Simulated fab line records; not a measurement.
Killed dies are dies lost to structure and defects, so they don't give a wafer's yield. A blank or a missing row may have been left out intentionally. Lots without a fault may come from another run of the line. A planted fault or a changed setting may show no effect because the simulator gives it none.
fab line records	flow gf180mcu
[record] lots = 7	wafers = 21	last_day = 34
route steps=602 shown M1@315
lots that met no fault: from a run of the same line without faults
start_h: hours from the record's opening day to when the first of the lot's shown wafers began	wait_h: hours elapsed since this lot's preceding step	" the same as in the row above	L1.1+2: one row covering several wafers at once	- no value present, or no start provided	* or withheld: withheld	< > ~ a bound
route shown NAME@n: names a module that has steps shown in the file, with the first one's number in the route	usual: the fault-free wafers' mean and standard deviation	same: alike in all rows	chamber/n: place in a boat	sites: readings site by site	_std_site: how widely they spread, as a standard deviation	_edge_site: inner sites' mean taken away from outer sites' mean	radius_mm: for every site, how far away it sits from the centre of the wafer	mask NAME#n: copy n	behind: tool/chamber where the wafer was last shaped	hold: the reason the lot was held/the length of the hold in hours/how it ended	device: which transistor (n, p or np) failed to switch	end of line: the tests these same wafers got at the end of their route	a step without rows: its recipe alone	killed: at the first sort, the dies lost to defects and structure; wafer yield is something else	map: a wafer's dies, marking killed ones x, the rest . and places with no die _
set.NAME: the run value of the setting; set.NAME@STEP: its run value at that earlier step	model.NAME: the simulator's own value behind a step, which no gauge read
lots at some steps of the route; a table a step, a row a wafer
services: a tool's chamber out of use, with start hour (start_h, from the record's first day; less than 0 if before it), hours out, and reason
[[steps]]
[step GF_M1_SPUTTER_00]
[recipe] material = Ti	target_thk_nm = 37.5	arriving_ion_energy_ev = 80	substrate_temp_c = 200	chamber_pressure_pa = 2	power_w = 4000	time_s = 150
[usual] throttle_valve_pct = 30.3/1.1
lot.wafer	tool	chamber	start_h	wait_h	throttle_valve_pct
L464.2	pvd_sputter-02	-	399.90	0.1	31.1
L464.3	"	-	"	"	31.5
L464.6	"	-	"	"	30.2
L466.1	pvd_sputter-02	-	416.95	0.1	31.6
L466.3	"	-	"	"	31.0
L466.5	"	-	"	"	31.5
L475.1	pvd_sputter-01	-	498.85	0.2	30.0
L475.3	"	-	"	"	29.9
L475.4	"	-	"	"	31.0
L476.3	pvd_sputter-04	-	501.30	0.1	30.5
L476.4	"	-	"	"	29.9
L476.6	"	-	"	"	30.4
L477.3	pvd_sputter-02	-	516.49	0.1	31.3
L477.4	"	-	"	"	29.0
L477.6	"	-	"	"	31.4
L482.1	pvd_sputter-04	-	548.77	0.1	32.2
L482.2	"	-	"	"	30.4
L482.4	"	-	"	"	30.3
L483.1	pvd_sputter-02	-	559.25	0.1	31.3
L483.3	"	-	"	"	31.5
L483.6	"	-	"	"	31.4
[step GF_M1_SPUTTER_01]
[recipe] material = TiN	target_thk_nm = 30	power_w = 6500	time_s = 25	chamber_pressure_pa = 0.4
[usual] throttle_valve_pct = 30.3/1.1
lot.wafer	tool	chamber	start_h	wait_h	throttle_valve_pct
L464.2	pvd_sputter-02	-	400.00	0.1	31.5
L464.3	"	-	"	"	31.5
L464.6	"	-	"	"	30.2
L466.1	pvd_sputter-02	-	417.05	0.1	31.5
L466.3	"	-	"	"	31.0
L466.5	"	-	"	"	31.5
L475.1	pvd_sputter-01	-	498.95	0.1	30.1
L475.3	"	-	"	"	29.9
L475.4	"	-	"	"	30.7
L476.3	pvd_sputter-04	-	501.40	0.1	30.3
L476.4	"	-	"	"	29.8
L476.6	"	-	"	"	30.3
L477.3	pvd_sputter-02	-	516.59	0.1	31.8
L477.4	"	-	"	"	29.0
L477.6	"	-	"	"	31.2
L482.1	pvd_sputter-04	-	548.87	0.1	32.0
L482.2	"	-	"	"	30.4
L482.4	"	-	"	"	30.6
L483.1	pvd_sputter-02	-	559.35	0.1	31.3
L483.3	"	-	"	"	31.5
L483.6	"	-	"	"	31.4
[step GF_M1_SPUTTER_02]
[recipe] material = AlCu	target_thk_nm = 450	power_w = 10600	time_s = 23.9	chamber_pressure_pa = 0.4
[usual] throttle_valve_pct = 30.3/1.1
lot.wafer	tool	chamber	start_h	wait_h	throttle_valve_pct
L464.2	pvd_sputter-02	-	400.03	0.0	31.1
L464.3	"	-	"	"	31.4
L464.6	"	-	"	"	30.1
L466.1	pvd_sputter-02	-	417.08	0.0	31.6
L466.3	"	-	"	"	31.1
L466.5	"	-	"	"	31.7
L475.1	pvd_sputter-01	-	498.98	0.0	30.3
L475.3	"	-	"	"	29.9
L475.4	"	-	"	"	30.8
L476.3	pvd_sputter-04	-	501.43	0.0	30.4
L476.4	"	-	"	"	29.9
L476.6	"	-	"	"	30.5
L477.3	pvd_sputter-02	-	516.62	0.0	31.4
L477.4	"	-	"	"	28.7
L477.6	"	-	"	"	31.5
L482.1	pvd_sputter-04	-	548.90	0.0	31.8
L482.2	"	-	"	"	30.4
L482.4	"	-	"	"	30.6
L483.1	pvd_sputter-02	-	559.38	0.0	31.0
L483.3	"	-	"	"	31.6
L483.6	"	-	"	"	31.2
[step GF_M1_SPUTTER_03]
[recipe] material = Ti	target_thk_nm = 10	substrate_temp_c = 300	chamber_pressure_pa = 0.3	power_w = 3000	time_s = 6.7
[usual] throttle_valve_pct = 30.3/1.1
lot.wafer	tool	chamber	start_h	wait_h	throttle_valve_pct
L464.2	pvd_sputter-02	-	400.06	0.0	31.1
L464.3	"	-	"	"	31.4
L464.6	"	-	"	"	30.2
L466.1	pvd_sputter-02	-	417.11	0.0	31.5
L466.3	"	-	"	"	31.2
L466.5	"	-	"	"	31.7
L475.1	pvd_sputter-01	-	499.01	0.0	30.2
L475.3	"	-	"	"	30.0
L475.4	"	-	"	"	30.8
L476.3	pvd_sputter-04	-	501.46	0.0	30.5
L476.4	"	-	"	"	29.9
L476.6	"	-	"	"	30.6
L477.3	pvd_sputter-02	-	516.65	0.0	31.1
L477.4	"	-	"	"	29.0
L477.6	"	-	"	"	31.2
L482.1	pvd_sputter-04	-	548.93	0.0	31.8
L482.2	"	-	"	"	30.6
L482.4	"	-	"	"	30.4
L483.1	pvd_sputter-02	-	559.41	0.0	31.3
L483.3	"	-	"	"	31.2
L483.6	"	-	"	"	31.4
[step GF_M1_SPUTTER_04]
[recipe] material = TiN	target_thk_nm = 50	power_w = 6500	time_s = 41.7	chamber_pressure_pa = 0.4
[usual] throttle_valve_pct = 30.3/1.1
lot.wafer	tool	chamber	start_h	wait_h	throttle_valve_pct
L464.2	pvd_sputter-02	-	400.08	0.0	31.2
L464.3	"	-	"	"	31.4
L464.6	"	-	"	"	29.8
L466.1	pvd_sputter-02	-	417.13	0.0	31.3
L466.3	"	-	"	"	31.3
L466.5	"	-	"	"	31.5
L475.1	pvd_sputter-01	-	499.03	0.0	30.1
L475.3	"	-	"	"	29.6
L475.4	"	-	"	"	30.8
L476.3	pvd_sputter-04	-	501.48	0.0	30.3
L476.4	"	-	"	"	29.9
L476.6	"	-	"	"	30.4
L477.3	pvd_sputter-02	-	516.67	0.0	31.3
L477.4	"	-	"	"	28.4
L477.6	"	-	"	"	31.4
L482.1	pvd_sputter-04	-	548.95	0.0	31.9
L482.2	"	-	"	"	30.2
L482.4	"	-	"	"	30.5
L483.1	pvd_sputter-02	-	559.43	0.0	31.3
L483.3	"	-	"	"	31.5
L483.6	"	-	"	"	31.5
[step GF_M1_RS_MEAS_05]
[recipe] thk_meas_gauge = four-point-probe	reads = TiN_of_M1_SPUTTER_04+Ti_of_M1_SPUTTER_03+AlCu_of_M1_SPUTTER_02+TiN_of_M1_SPUTTER_01+Ti_of_M1_SPUTTER_00
[usual] M1_ALCU_RS = 0.0694/0.0011
lot.wafer	tool	chamber	start_h	wait_h	M1_ALCU_RS[ohm/sq]
L464.2	film_metro-01	-	400.14	0.0	0.0700
L464.3	"	-	"	"	0.0676
L464.6	"	-	"	"	0.0696
L466.1	film_metro-01	-	417.17	0.0	0.0683
L466.3	"	-	"	"	0.0712
L466.5	"	-	"	"	0.0680
L475.1	film_metro-01	-	499.07	0.0	0.0691
L475.3	"	-	"	"	0.0687
L475.4	"	-	"	"	0.0686
L476.3	film_metro-01	-	501.56	0.1	0.0681
L476.4	"	-	"	"	0.0689
L476.6	"	-	"	"	0.0686
L477.3	film_metro-04	-	516.75	0.1	0.0681
L477.4	"	-	"	"	0.0712
L477.6	"	-	"	"	0.0687
L482.1	film_metro-02	-	548.99	0.0	0.0703
L482.2	"	-	"	"	0.0692
L482.4	"	-	"	"	0.0693
L483.1	film_metro-04	-	559.47	0.0	0.0700
L483.3	"	-	"	"	0.0679
L483.6	"	-	"	"	0.0672
[step GF_M1_THK_MEAS_06]
[recipe] thk_meas_gauge = xrf	reads = AlCu_of_M1_SPUTTER_02
[usual] M1_ALCU_THK = 454/7.2
lot.wafer	tool	chamber	start_h	wait_h	M1_ALCU_THK[nm]
L464.2	film_metro-01	-	400.25	0.1	451
L464.3	"	-	"	"	466
L464.6	"	-	"	"	456
L466.1	film_metro-01	-	417.29	0.1	461
L466.3	"	-	"	"	441
L466.5	"	-	"	"	466
L475.1	film_metro-01	-	499.19	0.1	457
L475.3	"	-	"	"	460
L475.4	"	-	"	"	461
L476.3	film_metro-01	-	501.66	0.1	462
L476.4	"	-	"	"	459
L476.6	"	-	"	"	461
L477.3	film_metro-04	-	516.85	0.1	462
L477.4	"	-	"	"	442
L477.6	"	-	"	"	458
L482.1	film_metro-02	-	549.11	0.1	445
L482.2	"	-	"	"	453
L482.4	"	-	"	"	453
L483.1	film_metro-04	-	559.59	0.1	450
L483.3	"	-	"	"	463
L483.6	"	-	"	"	467
[step GF_M1_DEHYDRATE_07]
[recipe] temp_c = 200	time_s = 60
[step GF_M1_HMDS_08]
[recipe] prime_time_s = 60	prime_temp_c = 120
[step GF_M1_COAT_09]
[recipe] resist = KrF	spin_rpm = withheld	resist_thk_nm = 1000
[step GF_M1_SOFTBAKE_10]
[recipe] temp_c = 130	time_s = 60	resist = KrF
[step GF_M1_EXPOSE_11]
[recipe] mask_id = Metal1	target_cd_nm = 230	na = 0.68	source_shape = conventional	sigma_outer = 0.6	dose_mj = 28
[step GF_M1_PEB_12]
[recipe] peb_temp_c = 135	peb_time_s = 90	resist = KrF
[usual] chill_plate_temp_C = 22.99/0.11	exhaust_pa = 44.9/0.88
lot.wafer	tool	chamber	start_h	wait_h	chill_plate_temp_C	exhaust_pa
L464.2	litho_track-04	0	423.17	-	23.12	44.2
L464.3	"	0	"	"	22.94	45.5
L464.6	"	0	"	"	23.03	44.9
L466.1	litho_track-02	0	441.25	-	23.17	45.7
L466.3	"	0	"	"	23.24	45.8
L466.5	"	0	"	"	23.01	45.7
L475.1	litho_track-04	-	521.24	-	-	-
L475.3	"	-	"	"	-	-
L475.4	"	-	"	"	-	-
L476.3	litho_track-04	-	524.40	-	-	-
L476.4	"	-	"	"	-	-
L476.6	"	-	"	"	-	-
L477.3	litho_track-03	-	538.47	-	-	-
L477.4	"	-	"	"	-	-
L477.6	"	-	"	"	-	-
L482.1	litho_track-04	0	570.89	-	23.08	44.3
L482.2	"	0	"	"	23.02	44.9
L482.4	"	0	"	"	23.11	42.4
L483.1	litho_track-03	0	580.95	-	22.80	44.4
L483.3	"	0	"	"	22.80	45.1
L483.6	"	0	"	"	23.08	43.5
[step GF_M1_DEVELOP_13]
[recipe] develop_time_s = 60	dev_temp_c = 21
[[services]]
tool	chamber	start_h	hours	kind
pvd_sputter-01	-	390.17	3.4	repair
pvd_sputter-01	-	432.73	6.8	repair
pvd_sputter-02	-	437.63	2.9	repair
pvd_sputter-04	-	470.16	5.5	repair
litho_track-04	-	513.57	-	consumable_replace:filter
pvd_sputter-01	-	529.28	2.3	repair
[[key]]
[first_sign] step = GF_M1_PEB_12	reading = tool_record	direction = missing
effect none on later readings
met_at GF_M1_PEB_12
struck_wafers L475.1,L475.3,L475.4,L476.3,L476.4,L476.6,L477.3,L477.4,L477.6
later_rows_left_out L475.1,L475.3,L475.4,L476.3,L476.4,L476.6,L477.3,L477.4,L477.6
sort_left_out L475.1,L475.3,L475.4,L476.3,L476.4,L476.6,L477.3,L477.4,L477.6
onset_between 423.17 521.24
[fault] kind = skipped_step_whole	tool = litho_track-03,litho_track-04	chamber = -	onset_h = 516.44	steps = GF_M1_PEB_12	scope = struck_lots_only
// sort_left_out: the simulated sort isn't trusted on such a fault, so these wafers' sort isn't shown, and their yield isn't known
// later_rows_left_out: the simulator's readings of these wafers behind a module that went badly wrong aren't trusted and aren't shown, but for the sort
